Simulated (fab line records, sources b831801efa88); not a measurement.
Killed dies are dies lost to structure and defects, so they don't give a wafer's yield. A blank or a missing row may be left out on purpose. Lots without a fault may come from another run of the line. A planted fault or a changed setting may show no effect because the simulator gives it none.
Problem report in the 8D (eight disciplines) form, filled by code | flow sfq_line | the parts of the form that need people (team, actions taken, sign-off) are left out

1. THE PROBLEM
cd_nm at SFQ_TRILAYER_JJ_CE_METRO_MEASURE_117 reads a mean of 680.1 nm on 6 wafers of 2 lots; wafers without a fault read 700.2 nm with a standard deviation of 1.4. That is -14 standard deviations from the usual mean.
First seen on wafer L756.1, day 55 06:20, on cd_sem-02. The record holds 42 wafers of 14 lots with a number at this step. Rule for "out", or "out of limits": more than 4 standard deviations from the usual mean. The other wafers with a number count as sound.

2. WHAT IT IS AND WHAT IT IS NOT
question                    | is                     | is not
which readings at this step | cd_nm                  | -
which lots                  | L756, L758             | L750, L751, L752, L754, L765, L766, L768, L769, L770, L771, L772, L773
which wafers of those lots  | all that have a number | -
read on which tools         | cd_sem-02              | cd_sem-01
when                        | from day 55 06:20      | up to then (12 sound wafers); but 24 sound wafers of L765, L766, L768, L769, L770, L771, L772, L773 came after

3. SUSPECTS, AND WHAT RULES EACH OUT
Counting: a tool at a process step up to the reading stays a suspect if it ran every lot that is out and no sound lot after the first of them.
- krf_scanner-01 at SFQ_TRILAYER_JJ_CE_LITHO_EXPOSE_115 (exposes mask J5, target cd 700 nm): ruled out as a lasting fault. Sound lots L769, L770, L771, L772, L773 ran on it after its first lot that is out, L756 (day 55 04:47).
- cd_sem-02 at SFQ_TRILAYER_JJ_CE_METRO_MEASURE_117: ruled out as a lasting fault. Sound lots L765, L769, L771, L773 ran on it after its first lot that is out, L756 (day 55 06:20).
Left after counting: nothing in the record.

4. THE CAUSE (what the simulator had put in)
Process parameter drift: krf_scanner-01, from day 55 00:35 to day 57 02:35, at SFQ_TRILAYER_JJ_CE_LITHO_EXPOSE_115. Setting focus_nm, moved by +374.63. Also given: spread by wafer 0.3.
Counting ruled it out, wrongly: the rule takes a fault to strike every lot that its tool runs from its start on, and this one did not.

5. THE CHAIN OF EFFECTS, in route order
Each row: a reading whose mean over the struck wafers that have a number lies more than 3 standard deviations from the usual. Only readings for which the record gives a usual standard deviation are gone through. hours: the time from each lot's start at the first step in this table that gives one to its start at this step, as a median over the lots. sigmas: the change in usual standard deviations.
hours | step                                 | reading | usual    | on struck wafers | change | sigmas
0     | SFQ_TRILAYER_JJ_CE_METRO_MEASURE_117 | cd_nm   | 700.2 nm | 680.1            | -20.1  | -14
The process steps in it:
- SFQ_TRILAYER_JJ_CE_METRO_MEASURE_117

6. WHAT WOULD HAVE CAUGHT IT SOONER
In this record the first reading out of limits was taken at day 55 06:20, 6 hours after the fault began at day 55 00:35.
